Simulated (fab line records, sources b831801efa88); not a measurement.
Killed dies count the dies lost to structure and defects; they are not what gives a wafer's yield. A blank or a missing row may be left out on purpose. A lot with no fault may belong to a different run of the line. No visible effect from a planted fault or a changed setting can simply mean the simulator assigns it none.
Chamber matching :: flow sky130 :: 4 sister chambers for SKY_VIA4_CMP_02 on cmp-02
The step polishes SiO2. 4 wafers are shown with their chamber, then 7 later ones without.

## WAFERS, EACH WITH ITS CHAMBER
wafer: L219.1
chamber: 2
motorCurrentA (A): 10.1

wafer: L225.6
chamber: 3
motorCurrentA (A): 11.6

wafer: L227.1
chamber: 0
motorCurrentA (A): 11.2

wafer: L227.2
chamber: 1
motorCurrentA (A): 11.0

## WAFERS WHOSE CHAMBER IS MISSING
wafer: L227.3
motorCurrentA (A): 12.2

wafer: L228.1
motorCurrentA (A): 12.0

wafer: L228.4
motorCurrentA (A): 11.2

wafer: L228.5
motorCurrentA (A): 11.4

wafer: L229.2
motorCurrentA (A): 11.7

wafer: L229.3
motorCurrentA (A): 10.1

wafer: L229.4
motorCurrentA (A): 12.7

## WHICH CHAMBER EACH ONE RAN IN
wafer: L227.3
from the rows above: can't be placed: 3 or 0 or 1
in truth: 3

wafer: L228.1
from the rows above: can't be placed: 3 or 0 or 1
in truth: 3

wafer: L228.4
from the rows above: can't be placed: 0 or 1 or 3
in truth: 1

wafer: L228.5
from the rows above: can't be placed: 3 or 0 or 1
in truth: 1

wafer: L229.2
from the rows above: can't be placed: 3 or 0 or 1
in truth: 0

wafer: L229.3
from the rows above: can't be placed: 2 or 1
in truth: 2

wafer: L229.4
from the rows above: can't be placed: 3 or 0 or 1
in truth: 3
0 of 7 placed correctly. Cannot be placed on the basis of these rows: 7; the candidates contain the true chamber in 7. 0 placed wrongly.
How it was worked out, from the rows above alone: a wafer's distance from a chamber is the root of the sum, over the readings, of the square of ((its reading less the chamber's mean) divided by the reading's scatter). The wafer belongs to the nearest chamber; if the next one is less than 2 further off, it can't be placed. Each chamber's mean is taken over the wafers shown for it. The scatter (one wafer shown for each chamber): square how far every hidden wafer sits from the nearest shown wafer, average those squares and take the square root.
